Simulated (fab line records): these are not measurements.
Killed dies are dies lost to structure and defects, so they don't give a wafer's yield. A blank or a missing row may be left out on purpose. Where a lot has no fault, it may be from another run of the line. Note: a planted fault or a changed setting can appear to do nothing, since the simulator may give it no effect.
2 desks, one fault    flow gf180mcu    what lay behind the numbers comes last; until then each desk has only its own

DESK OF THE TOOL OWNER: krf-scanner-01
The tool's own readings at GF_CONTACT_EXPOSE_11 (exposes mask Contact, target cd 220 nm): means of the sampled wafers that have a number, for each lot that ran on this tool. The brackets show how far a lot's mean lies from the usual mean; more than 4 standard deviations puts the lot out of limits, marked OUT.
Columns: A = exposure-dose-mJ-cm2 at GF_CONTACT_EXPOSE_11, usual 38.09; B = focus-offset-nm at GF_CONTACT_EXPOSE_11, usual -0.1 nm
lot   first seen here  A      B
L268  day 15 09:14     38.26  -0.4
L273  day 17 13:07     38.22  -0.3
L274  day 17 15:29     38.29  -0.4
L283  day 21 08:32     38.30  0.8
L289  day 23 07:20     38.24  0.4
L290  day 23 14:46     38.22  -0.3
Result from this desk: across the 6 lots, nothing is out of limits.

AT THE METROLOGY DESK
Lot by lot, what the gauges showed, no matter which tool ran the lot: averages of those sampled wafers that carry a number. The brackets show how far a lot's mean lies from the usual mean; more than 4 standard deviations puts the lot out of limits, marked OUT.
Columns: A = PSD_OVL at GF_PSD_OVL_MEAS_08, usual -1.4 nm; B = CONTACT_CVD_00_THK at GF_CONTACT_THK_MEAS_01, usual 301 nm; C = cd-nm at GF_CONTACT_CD_MEAS_14, usual 220.1 nm
lot   first seen here  A     B    C
L268  day 13 23:23     0.2   298  222.1
L270  day 14 18:46     -2.1  302  -
L271  day 15 02:23     -2.8  302  -
L273  day 16 00:50     -1.0  301  220.5
L274  day 16 03:05     -2.8  303  220.5
L280  day 18 14:59     -1.1  300  219.7
L281  day 18 18:40     -0.7  302  221.4
L283  day 19 17:11     -1.8  297  221.5
L284  day 20 01:05     -2.2  300  219.6
L285  day 20 14:41     -0.6  296  218.0
L286  day 20 19:56     -0.7  302  220.7
L289  day 21 17:47     -0.9  298  218.5
L290  day 22 01:46     -1.1  305  219.9
L291  day 22 11:29     -0.9  299  222.5
Result from this desk: across the 14 lots, nothing is out of limits.

TAKEN TOGETHER
Nothing out of limits was seen by the tool owner's desk.
From the metrology desk's view, nothing was out of limits.

WHAT THE SIMULATOR HAD INSERTED
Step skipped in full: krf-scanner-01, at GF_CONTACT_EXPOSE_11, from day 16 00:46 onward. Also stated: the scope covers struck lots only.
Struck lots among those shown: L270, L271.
